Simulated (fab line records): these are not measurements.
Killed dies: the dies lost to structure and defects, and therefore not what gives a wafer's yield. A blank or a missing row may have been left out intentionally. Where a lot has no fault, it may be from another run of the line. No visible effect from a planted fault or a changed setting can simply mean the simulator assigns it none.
Struck lot and sound lot, side by side -- flow sky130 -- 17 out of 708 route steps
Sound: these wafers, L158.3, L158.4, L158.5. Struck: wafers L168.1, L168.5, L168.6. The cause is named last.
Per side, at each step with rows, come the tool, then ch with its chambers, and then its first start. Under that, the readings that differ: sound wafers -- struck wafers -- difference of the means -- sigmas: that difference in standard deviations of wafers without a fault.
alike: same words and numbers on both sides, and readings whose means sit less than 2 such deviations apart. not compared: any withheld reading, any reading some wafer has no value for, any bound like >300 that may hide the same value, and any number with overlapping values for which the record gives no deviation.
Wherever a step has rows on one side only, a row that says differs or no value, or a row with sigmas, the two part there. When numbers do not overlap yet have no deviation, they are printed without sigmas and do not part them. A reading that every wafer of one side lacks parts them only if that side has two wafers or more.

SKY_VT_ADJUST_LVTN_OVL_MEAS_07:
  sound on overlay-01, day 8 06:33; struck on overlay-02, day 10 08:52
  alike: VT_ADJUST_LVTN_OVL
then, 1 step without rows for these wafers: SKY_VT_ADJUST_LVTN_IMPLANT_08.
SKY_VT_ADJUST_LVTN_STRIP_09: strips in O2/N2.
  sound on plasma-asher-03 ch 0,1, day 8 06:46; struck on plasma-asher-01 ch 0,1, day 10 09:03
  alike: drypump-motor-current-A, oes-product-au, strip-time-to-endpoint-s
  not compared: rf-hours-counter-h
SKY_VT_ADJUST_LVTN_TW_MEAS_10:
  sound on film-metro-01, day 8 06:50; struck on film-metro-04, day 10 09:09
  alike: VT_ADJUST_LVTN_TW
then, 7 steps without rows for these wafers: SKY_VT_ADJUST_LVTN_DEHYDRATE_11 (time 60 s); SKY_VT_ADJUST_LVTN_HMDS_12 (prime time 60 s); SKY_VT_ADJUST_LVTN_COAT_13 (resist thk 1140 nm); SKY_VT_ADJUST_LVTN_SOFTBAKE_14 (time 60 s); SKY_VT_ADJUST_LVTN_EXPOSE_15 (exposes mask HVN STD DERIVED, target cd 600 nm); SKY_VT_ADJUST_LVTN_PEB_16; SKY_VT_ADJUST_LVTN_DEVELOP_17 (develop time 60 s).
SKY_VT_ADJUST_LVTN_OVL_MEAS_18:
  sound on overlay-02, day 9 03:29; struck on overlay-02, day 11 08:07
  alike: VT_ADJUST_LVTN_01_OVL
SKY_VT_ADJUST_LVTN_IMPLANT_19:
  sound on implanter-04 ch 0, day 9 03:33; struck on implanter-04 ch 0, day 11 08:09
reading,sound,struck,difference,sigmas
dose-ions-cm2,6.507e+11 6.502e+11 6.495e+11,4.791e+11 4.782e+11 4.784e+11,-1.716e+11,-99 or more
faraday-current-uA,3.70 3.76 3.58,2.67 2.70 2.72,-0.98,-15
  alike: beam-energy-keV
SKY_VT_ADJUST_LVTN_STRIP_20: strips in O2/N2.
  sound on plasma-asher-04 ch 0,1, day 9 03:41; struck on plasma-asher-04 ch 0,1, day 11 08:18
  alike: drypump-motor-current-A, oes-product-au, strip-time-to-endpoint-s
  not compared: rf-hours-counter-h
SKY_VT_ADJUST_LVTN_TW_MEAS_21:
  sound on film-metro-04, day 9 03:46; struck on film-metro-02, day 11 08:24
reading,sound,struck,difference,sigmas
VT_ADJUST_LVTN_2_TW,190.0 189.6 189.8,170.8 170.8 171.3,-18.8,-13
then, 1 step without rows for these wafers: SKY_VT_ADJUST_NCORE_DEHYDRATE_00 (time 60 s).
-- a jump in the record: the struck wafers' starts before and after are 38 days apart (it breaks off in module VT_ADJUST_NCORE and resumes in module PAD_OPEN, where the first step shown is number 708 of the route) --
SKY_PAD_OPEN_PROBE_99:
  sound on prober-02, day 47 02:22; struck on prober-01, day 49 09:22
reading,sound,struck,difference,sigmas
model.etest.res-pwell-under-gate.rs-ohm-sq,2261 2272 2278,2322 2321 2324,+52,
model.etest.nfet-g5v0d10v5.body-rise-v (V),0.6684 0.6611 0.667,0.6429 0.6512 0.6546,-0.0159,
model.etest.nfet_16v.body-rise-v (V),0.6638 0.6572 0.6626,0.6394 0.6458 0.6491,-0.0164,
model.etest.nfet-g5v0d10v5.vt-sat-v (V),0.7606 0.7545 0.7633,0.7475 0.7495 0.7479,-0.0112,
  alike: killed_at_M0_to_M3, killed_at_M4_up, killed-at-contacts, killed-at-front-end, killed-at-other, killed-dies, killed-open, killed-short

## WHERE THEY PART
First at SKY_VT_ADJUST_LVTN_IMPLANT_19; last, within this record, at SKY_VT_ADJUST_LVTN_TW_MEAS_21. Later steps at which nothing parts them and some readings are alike: SKY_PAD_OPEN_PROBE_99.

WHY: whatever the simulator had introduced
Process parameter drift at SKY_VT_ADJUST_LVTN_IMPLANT_19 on implanter-04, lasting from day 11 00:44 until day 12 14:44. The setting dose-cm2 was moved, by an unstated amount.
